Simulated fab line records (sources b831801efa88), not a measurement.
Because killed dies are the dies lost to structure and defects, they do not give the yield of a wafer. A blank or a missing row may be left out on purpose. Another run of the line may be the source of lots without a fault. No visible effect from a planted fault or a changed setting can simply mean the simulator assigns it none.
Comparing a struck lot with a sound one || flow sky130 || 15 steps out of a route of 708
Sound: the wafers L177.2, L177.4, L177.6. The struck wafers were L171.2, L171.4, L171.6. The cause is given at the end.
For every step that has rows: the tool of each side, followed by ch and its chambers, followed by its first start. Under that, the readings that differ: sound wafers || struck wafers || difference of the means || sigmas: that difference in standard deviations of wafers without a fault.
alike: readings whose means differ by less than 2 such deviations, and words and numbers that are the same on both sides. not compared: withheld readings, readings that some wafer has no value for, bounds like >300 that may hide the same value, and numbers for which the record gives no deviation and whose values overlap.
A row with sigmas, a row that says differs or no value, or rows on one side alone: a step with any of these is where the two part. Numbers that have no deviation but don't overlap get no sigmas and don't part them. A reading missing from all wafers of one side parts the sides only when that side holds two or more wafers.

first, 3 steps without rows for these wafers: SKY_CONTACT_ETCH_16 (etches BARC in N2/H2, stops on SiO2, time 45.9 s, target depth 60 nm); SKY_CONTACT_ETCH_17 (etches SiO2 in C4F8/O2/Ar, stops on Si3N4, target depth 340 nm); SKY_CONTACT_ETCH_18 (etches Si3N4 in CHF3/O2, stops on TiN, time 39 s, target depth 75 nm).
SKY_CONTACT_STRIP_19: strips in O2/N2.
  sound on plasma_asher-03 ch 0,1, day 37 01:23; struck on plasma_asher-04 ch 0,1, day 35 08:56
  alike: drypump_motor_current_A, o2_flow_sccm, oes_product_au, strip_time_to_endpoint_s
  not compared: rf_hours_counter_h
then, 3 steps without rows for these wafers: SKY_CONTACT_STRIP_20 (strips in post etch residue remover, time 1200 s); SKY_CONTACT_CLEAN_21 (cleans in IPA, time 180 s); SKY_CONTACT_CLEAN_22 (cleans in O3/DIW).
SKY_CONTACT_SPUTTER_23: material TiN, target thk 20 nm, time 80 s.
  sound: pvd_sputter-04 at day 37 01:59; struck: pvd_sputter-01 at day 35 09:32
{"reading": "chamber_pressure_pa (Pa)", "sound": "4.980 5.001 4.984", "struck": "5.014 5.011 5.013", "difference": "+0.024", "sigmas": "+2"}
  alike: throttle_valve_pct
SKY_CONTACT_CVD_24: deposits W, target thk 340 nm, time 102.12 s.
  sound on cvd_w-02 ch 0,1, day 37 02:04; struck on cvd_w-02 ch 0,1, day 35 09:36
  alike: heater_power_w
SKY_CONTACT_RS_MEAS_25: uses a four-point probe to measure.
  sound: film_metro-01 at day 37 02:11; struck: film_metro-01 at day 35 09:44
  alike: CONTACT_W_RS
SKY_CONTACT_THK_MEAS_26: measures by xrf.
  sound: film_metro-01 at day 37 02:18; struck: film_metro-01 at day 35 09:50
  alike: CONTACT_W_THK
SKY_CONTACT_CMP_27: polishes, stops on SiO2, t overpolish 15 s, target thk 0 nm.
  sound on cmp-01 ch 0,2, day 37 02:21; struck on cmp-01 ch 0,2,3, day 35 09:53
  alike: motor_current_A, overpolish_run_s, slurry_flow_ml_min, time_to_endpoint_s
SKY_METAL1_SPUTTER_00: material Ti, target thk 15 nm, time 10 s.
  sound: pvd_sputter-01 at day 37 02:39; struck: pvd_sputter-02 at day 35 10:11
{"reading": "model.Ti_of_METAL1_SPUTTER_00.thk_nm (nm)", "sound": "14.97 14.94 14.86", "struck": "11.23 11.39 11.33", "difference": -3.61, "sigmas": ""}
  alike: chamber_pressure_pa, throttle_valve_pct
SKY_METAL1_SPUTTER_01: material TiN, target thk 20 nm, time 16.7 s.
  sound: pvd_sputter-01 at day 37 02:40; struck: pvd_sputter-02 at day 35 10:13
  alike: chamber_pressure_pa, throttle_valve_pct
-- the record jumps here: 13 days lie between the struck wafers' starts before and after (it left off in module METAL1 and takes up again in module PAD_OPEN, whose first step shown is number 708 of the route) --
SKY_PAD_OPEN_PROBE_99:
  only the struck wafers here have rows in the record (prober-01, day 48 14:28); the sound ones have none

== WHERE THEY PART ==
First at SKY_CONTACT_SPUTTER_23; last, within this record, at SKY_PAD_OPEN_PROBE_99.

WHY: what the simulator had put in
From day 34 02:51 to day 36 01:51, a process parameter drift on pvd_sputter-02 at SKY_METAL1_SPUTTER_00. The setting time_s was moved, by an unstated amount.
